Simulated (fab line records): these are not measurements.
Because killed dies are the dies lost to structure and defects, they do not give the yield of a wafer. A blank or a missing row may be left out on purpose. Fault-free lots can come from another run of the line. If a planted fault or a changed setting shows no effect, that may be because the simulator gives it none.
Matching of chambers / flow gf180mcu / GF_V2_CMP_26 on cmp-02 has 4 sister chambers
The step polishes, stops on SiO2, t overpolish 15 s, target thk 0 nm. 8 wafers are shown with their chamber, then 9 later ones without.

## WAFERS PAIRED WITH THEIR CHAMBERS
wafer=L465.5; chamber=3; motor_current_A (A)=10.0; time_to_endpoint_s (s)=83
wafer=L466.1; chamber=2; motor_current_A (A)=9.1; time_to_endpoint_s (s)=82
wafer=L466.5; chamber=0; motor_current_A (A)=11.7; time_to_endpoint_s (s)=86
wafer=L467.5; chamber=1; motor_current_A (A)=11.8; time_to_endpoint_s (s)=87
wafer=L467.6; chamber=2; motor_current_A (A)=9.7; time_to_endpoint_s (s)=87
wafer=L469.1; chamber=0; motor_current_A (A)=11.6; time_to_endpoint_s (s)=86
wafer=L469.2; chamber=3; motor_current_A (A)=9.4; time_to_endpoint_s (s)=85
wafer=L469.5; chamber=1; motor_current_A (A)=11.9; time_to_endpoint_s (s)=82

## WAFERS WITHOUT THEIR CHAMBER
wafer=L478.2; motor_current_A (A)=11.2; time_to_endpoint_s (s)=83
wafer=L478.4; motor_current_A (A)=11.8; time_to_endpoint_s (s)=83
wafer=L478.6; motor_current_A (A)=11.8; time_to_endpoint_s (s)=85
wafer=L480.1; motor_current_A (A)=9.5; time_to_endpoint_s (s)=85
wafer=L480.4; motor_current_A (A)=10.2; time_to_endpoint_s (s)=89
wafer=L480.6; motor_current_A (A)=10.7; time_to_endpoint_s (s)=89
wafer=L481.3; motor_current_A (A)=11.9; time_to_endpoint_s (s)=87
wafer=L481.4; motor_current_A (A)=9.3; time_to_endpoint_s (s)=83
wafer=L481.6; motor_current_A (A)=9.3; time_to_endpoint_s (s)=89

## WHICH CHAMBER EACH ONE RAN IN
wafer=L478.2; from the rows above=can't be placed: 0 or 1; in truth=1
wafer=L478.4; from the rows above=can't be placed: 1 or 0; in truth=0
wafer=L478.6; from the rows above=can't be placed: 1 or 0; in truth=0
wafer=L480.1; from the rows above=can't be placed: 2 or 3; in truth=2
wafer=L480.4; from the rows above=can't be placed: 3 or 2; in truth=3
wafer=L480.6; from the rows above=can't be placed: 0 or 3 or 1 or 2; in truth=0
wafer=L481.3; from the rows above=can't be placed: 0 or 1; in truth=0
wafer=L481.4; from the rows above=can't be placed: 2 or 3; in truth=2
wafer=L481.6; from the rows above=can't be placed: 2 or 3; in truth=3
Placed correctly: 0 of 9. From these rows, 9 cannot be placed; in 9 the true chamber is one of the candidates. Wrongly placed: 0.
How it was worked out, from the rows above alone: a wafer's distance from a chamber is the root of the sum, over the readings, of the square of ((its reading less the chamber's mean) divided by the reading's scatter). If the next closest chamber is less than 2 further off than the closest, the wafer can't be placed; otherwise it belongs to the closest. A chamber's mean is the mean of its shown wafers. The scatter is the square root of a quotient: the sum, over the shown wafers, of each reading's squared deviation from its chamber's mean, divided by wafers minus chambers.
